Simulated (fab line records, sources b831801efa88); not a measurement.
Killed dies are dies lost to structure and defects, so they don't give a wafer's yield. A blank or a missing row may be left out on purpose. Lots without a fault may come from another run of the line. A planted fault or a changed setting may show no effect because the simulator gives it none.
A struck lot beside a sound one | flow sky130 | 22 steps out of a route of 708
Sound: wafers L124.3, L124.4, L124.6. Struck: wafers L130.3, L130.6. (L130.4 of the same lot was not struck and is left out.) The cause comes at the end.
At each step with rows: each side's tool, then ch and its chambers, then its first start. Under that, the readings that differ: sound wafers | struck wafers | difference of the means | sigmas: that difference in standard deviations of wafers without a fault.
alike: readings whose means differ by less than 2 such deviations, and words and numbers that are the same on both sides. not compared: withheld readings, readings that some wafer has no value for, bounds like >300 that may hide the same value, and numbers for which the record gives no deviation and whose values overlap.
The two part at a step that has a row with sigmas, a row that says differs or no value, or rows on one side only. Numbers that don't overlap but have no deviation are shown without sigmas and don't part them. A reading that every wafer of one side lacks parts them only if that side has two wafers or more.

SKY_VIA4_RS_MEAS_19: measures by four-point-probe.
  sound on film_metro-02, day 44 02:13; struck on film_metro-02, day 45 08:05
  reading            | sound                | struck        | difference | sigmas
  VIA4_W_RS (ohm/sq) | 0.2295 0.2310 0.2259 | 0.2255 0.2220 | -0.0050    | -2
SKY_VIA4_THK_MEAS_20: measures by xrf.
  sound on film_metro-02, day 44 02:19; struck on film_metro-02, day 45 08:11
  reading         | sound       | struck  | difference | sigmas
  VIA4_W_THK (nm) | 490 489 497 | 507 514 | +18        | +3
then, 1 step without rows for these wafers: SKY_VIA4_CMP_21 (polishes, stops on SiO2, t overpolish 25 s, target thk 0 nm).
SKY_METAL5_SPUTTER_00: material Ti, target thk 15 nm, time 10 s.
  sound on pvd_sputter-01, day 44 02:39; struck on pvd_sputter-01, day 45 08:32
  alike: throttle_valve_pct
SKY_METAL5_SPUTTER_01: material TiN, target thk 20 nm, time 16.7 s.
  sound on pvd_sputter-01, day 44 02:40; struck on pvd_sputter-01, day 45 08:33
  alike: throttle_valve_pct
SKY_METAL5_SPUTTER_02: material AlCu, target thk 1150 nm, time 61.2 s.
  sound on pvd_sputter-01, day 44 02:42; struck on pvd_sputter-01, day 45 08:35
  alike: throttle_valve_pct
SKY_METAL5_SPUTTER_03: material Ti, target thk 5 nm, time 3.3 s.
  sound on pvd_sputter-01, day 44 02:45; struck on pvd_sputter-01, day 45 08:38
  alike: throttle_valve_pct
SKY_METAL5_SPUTTER_04: material TiN, target thk 70 nm, time 58.3 s.
  sound on pvd_sputter-01, day 44 02:46; struck on pvd_sputter-01, day 45 08:39
  alike: throttle_valve_pct
SKY_METAL5_RS_MEAS_05: measures by four-point-probe.
  sound on film_metro-04, day 44 02:51; struck on film_metro-01, day 45 08:44
  alike: METAL5_ALCU_RS
SKY_METAL5_THK_MEAS_06: measures by xrf.
  sound on film_metro-04, day 44 02:57; struck on film_metro-01, day 45 08:50
  alike: METAL5_ALCU_THK
then, 2 steps without rows for these wafers: SKY_METAL5_DEHYDRATE_07 (time 60 s); SKY_METAL5_HMDS_08 (prime time 60 s).
SKY_METAL5_COAT_09: resist thk 1800 nm.
  sound on litho_track-01 ch 0, day 44 13:49; struck on litho_track-01 ch 0, day 45 18:34
  reading                                     | sound          | struck    | difference | sigmas
  model.NOVOLAK_of_METAL5_COAT_09.thk_nm (nm) | 1807 1803 1807 | 1980 1978 | +173       |
then, 4 steps without rows for these wafers: SKY_METAL5_SOFTBAKE_10 (time 60 s); SKY_METAL5_EXPOSE_11 (exposes mask MM5, target cd 1600 nm); SKY_METAL5_PEB_12; SKY_METAL5_DEVELOP_13 (develop time 60 s).
SKY_METAL5_DESCUM_14: chemistry O2, time 11 s.
  sound on rie_metal-02 ch 0,1, day 45 01:31; struck on rie_metal-01 ch 0,1, day 46 06:04
  reading                 | sound          | struck    | difference | sigmas
  model.METAL5.cd_nm (nm) | 1598 1597 1599 | 1614 1613 | +16        |
  alike: chamber_pressure_mTorr, drypump_motor_current_A, oes_product_au
  not compared: rf_hours_counter_h
SKY_METAL5_METAL_ETCH_15: etches the open film in Cl2/BCl3, stops on SiO2, target depth 1260 nm, time 252 s.
  sound on rie_metal-02 ch 0,1, day 45 01:37; struck on rie_metal-01 ch 0,1, day 46 06:10
  reading                                     | sound          | struck    | difference | sigmas
  model.NOVOLAK_of_METAL5_COAT_09.thk_nm (nm) | 1042 1038 1046 | 1208 1209 | +166       |
  model.METAL5.cd_nm (nm)                     | 1590 1588 1590 | 1616 1606 | +22        |
  alike: chamber_pressure_mTorr, drypump_motor_current_A, oes_product_au, throttle_valve_pct
  not compared: rf_hours_counter_h
SKY_METAL5_STRIP_16: strips in O2/N2.
  sound on plasma_asher-03 ch 0,1, day 45 01:49; struck on plasma_asher-04 ch 0, day 46 06:22
  reading                      | sound             | struck      | difference | sigmas
  strip_time_to_endpoint_s (s) | 13.16 13.11 13.20 | 15.04 15.05 | +1.89      | +19
  alike: chamber_pressure_mTorr, drypump_motor_current_A, oes_product_au
  not compared: rf_hours_counter_h
then, 1 step without rows for these wafers: SKY_METAL5_STRIP_17 (strips in post etch residue remover, time 1200 s).
SKY_PAD_OPEN_PROBE_99:
  sound on prober-02, day 46 22:38; struck on prober-01, day 48 01:46
  reading                        | sound          | struck    | difference | sigmas
  model.etest.met5.width_nm (nm) | 1590 1590 1592 | 1613 1603 | +17        |
  alike: defect_limited_yield, killed_at_M0_to_M3, killed_at_M4_up, killed_at_contacts, killed_at_front_end, killed_at_other, killed_dies, killed_open, killed_short, sort_bin_3_pad_short, sort_bin_5_function, sort_bin_6_memory, sort_n_pass, sort_yield_pct

WHERE THEY PART
First at SKY_VIA4_RS_MEAS_19; last, within this record, at SKY_METAL5_STRIP_16. Later steps at which nothing parts them and some readings are alike: SKY_PAD_OPEN_PROBE_99.

WHY: what the simulator had put in
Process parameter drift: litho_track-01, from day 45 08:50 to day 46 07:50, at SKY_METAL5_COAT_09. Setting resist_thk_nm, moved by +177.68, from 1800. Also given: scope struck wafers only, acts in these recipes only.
